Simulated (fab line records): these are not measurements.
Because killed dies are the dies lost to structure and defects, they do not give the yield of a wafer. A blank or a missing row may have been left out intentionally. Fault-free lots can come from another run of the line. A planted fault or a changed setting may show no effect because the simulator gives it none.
Comparing a struck lot with a sound one ; flow sky130 ; 33 steps out of a route of 708
Sound: the wafers L256.4, L256.5, L256.6. Wafers struck: L261.1, L261.4, L261.5. The cause is given at the end.
Order at every step that has rows: each side's tool, ch and its chambers, its first start. Under that, the readings that differ: sound wafers ; struck wafers ; difference of the means ; sigmas: that difference in standard deviations of wafers without a fault.
alike: readings whose means differ by less than 2 such deviations, and words and numbers that are the same on both sides. not compared: withheld readings, readings that some wafer has no value for, bounds like >300 that may hide the same value, and numbers for which the record gives no deviation and whose values overlap.
A row with sigmas, a row that says differs or no value, or rows on one side alone: a step with any of these is where the two part. Numbers that don't overlap but have no deviation are shown without sigmas and don't part them. A reading missing from all wafers of one side parts the sides only when that side holds two or more wafers.

first, 5 steps without rows for these wafers: SKY_POLY_CUT_COAT_03 (resist thk 450 nm); SKY_POLY_CUT_SOFTBAKE_04 (time 90 s); SKY_POLY_CUT_EXPOSE_05 (exposes mask NPCM, target cd 270 nm); SKY_POLY_CUT_PEB_06; SKY_POLY_CUT_DEVELOP_07 (develop time 60 s).
SKY_POLY_CUT_CD_MEAS_08: target cd 270 nm.
  sound on cdSem-02, day 25 07:54; struck on cdSem-02, day 26 19:26
  alike: cdNm
SKY_POLY_CUT_OVL_MEAS_09:
  sound on overlay-01, day 25 07:59; struck on overlay-02, day 26 19:33
  alike: POLY_CUT_OVL
SKY_POLY_CUT_ETCH_10: etches BARC in N2/H2, stops on SiO2, time 45.9 s, target depth 60 nm.
  sound on rieDiel-04 ch 0,1, day 25 08:00; struck on rieDiel-03 ch 2,3, day 26 19:35
  alike: drypumpMotorCurrentA, oesProductAu, throttleValvePct
  not compared: rfHoursCounterH
SKY_POLY_CUT_ETCH_11: etches Si3N4 in CF4/CH2F2/Ar, stops on poly-Si, time 42.5 s, target depth 60 nm.
  sound on rieDiel-04 ch 0,1, day 25 08:02; struck on rieDiel-03 ch 2,3, day 26 19:38
  alike: drypumpMotorCurrentA, oesProductAu, throttleValvePct
  not compared: rfHoursCounterH
SKY_POLY_CUT_STRIP_12: strips in O2/N2.
  sound on plasmaAsher-01 ch 0,1, day 25 08:07; struck on plasmaAsher-04 ch 0,1, day 26 19:40
  alike: drypumpMotorCurrentA, o2FlowSccm, oesProductAu, stripTimeToEndpointS
  not compared: rfHoursCounterH
then, 2 steps without rows for these wafers: SKY_SD_P_DEHYDRATE_00 (time 60 s); SKY_SD_P_HMDS_01 (prime time 60 s).
SKY_SD_P_COAT_02: resist thk 1140 nm.
  struck on lithoTrack-01, day 27 09:23; sound on lithoTrack-01 ch 0, day 25 21:22
  no value came back on the struck wafers for chillPlateTempC (C), dispensePressureKPa (kPa), exhaustPa (Pa); on the sound wafers chillPlateTempC (C) reads 22.91 22.87 22.98
then, 4 steps without rows for these wafers: SKY_SD_P_SOFTBAKE_03 (time 60 s); SKY_SD_P_EXPOSE_04 (exposes mask PSDM, target cd 380 nm); SKY_SD_P_PEB_05; SKY_SD_P_DEVELOP_06 (develop time 60 s).
SKY_SD_P_CD_MEAS_07: target cd 380 nm.
  sound on cdSem-01, day 26 13:09; struck on cdSem-02, day 28 00:31
reading;sound;struck;difference;sigmas
cdNm (nm);379.9 379.6 378.9;- - -;no value on the struck wafers;
SKY_SD_P_OVL_MEAS_08:
  sound on overlay-01, day 26 13:14; struck on overlay-02, day 28 00:38
reading;sound;struck;difference;sigmas
SD_P_OVL (nm);2.8 2.1 3.4;- - -;no value on the struck wafers;
following that, these wafers have no rows for 1 step: SKY_SD_P_IMPLANT_09.
SKY_SD_P_STRIP_10: strips in O2/N2.
  sound on plasmaAsher-04 ch 0,1, day 26 13:26; struck on plasmaAsher-01 ch 0, day 28 00:49
  no value came back on the struck wafers for oesProductAu (a.u.), stripTimeToEndpointS (s); on the sound wafers oesProductAu (a.u.) reads 0.619 0.612 0.612
reading;sound;struck;difference;sigmas
o2FlowSccm (sccm);2998 3013 2999;2986 2981 2975;-23;-2
  alike: drypumpMotorCurrentA
  not compared: rfHoursCounterH
SKY_SD_P_TW_MEAS_11:
  sound on filmMetro-04, day 26 13:32; struck on filmMetro-01, day 28 00:55
  alike: SD_P_TW
then, 8 steps without rows for these wafers: SKY_RES_XHIGH_DEHYDRATE_00 (time 60 s); SKY_RES_XHIGH_HMDS_01 (prime time 60 s); SKY_RES_XHIGH_COAT_02 (resist thk 1140 nm); SKY_RES_XHIGH_SOFTBAKE_03 (time 60 s); SKY_RES_XHIGH_EXPOSE_04 (exposes mask URPM, target cd 1270 nm); SKY_RES_XHIGH_PEB_05; SKY_RES_XHIGH_DEVELOP_06 (develop time 60 s); SKY_RES_XHIGH_IMPLANT_07.
SKY_RES_XHIGH_STRIP_08: strips in O2/N2.
  sound on plasmaAsher-02 ch 0,1, day 27 17:59; struck on plasmaAsher-04 ch 1, day 29 04:55
  alike: drypumpMotorCurrentA, o2FlowSccm, oesProductAu, stripTimeToEndpointS
  not compared: rfHoursCounterH
SKY_RES_XHIGH_TW_MEAS_09:
  sound on filmMetro-01, day 27 18:05; struck on filmMetro-04, day 29 05:01
reading;sound;struck;difference;sigmas
RES_XHIGH_TW;1621 1626 1621;2835 2828 2846;+1214;+99 or more
then, 1 step without rows for these wafers: SKY_SD_N_DEHYDRATE_00 (time 60 s).

## WHERE THEY PART
First at SKY_SD_P_COAT_02; last, within this record, at SKY_RES_XHIGH_TW_MEAS_09.

WHY: whatever the simulator had introduced
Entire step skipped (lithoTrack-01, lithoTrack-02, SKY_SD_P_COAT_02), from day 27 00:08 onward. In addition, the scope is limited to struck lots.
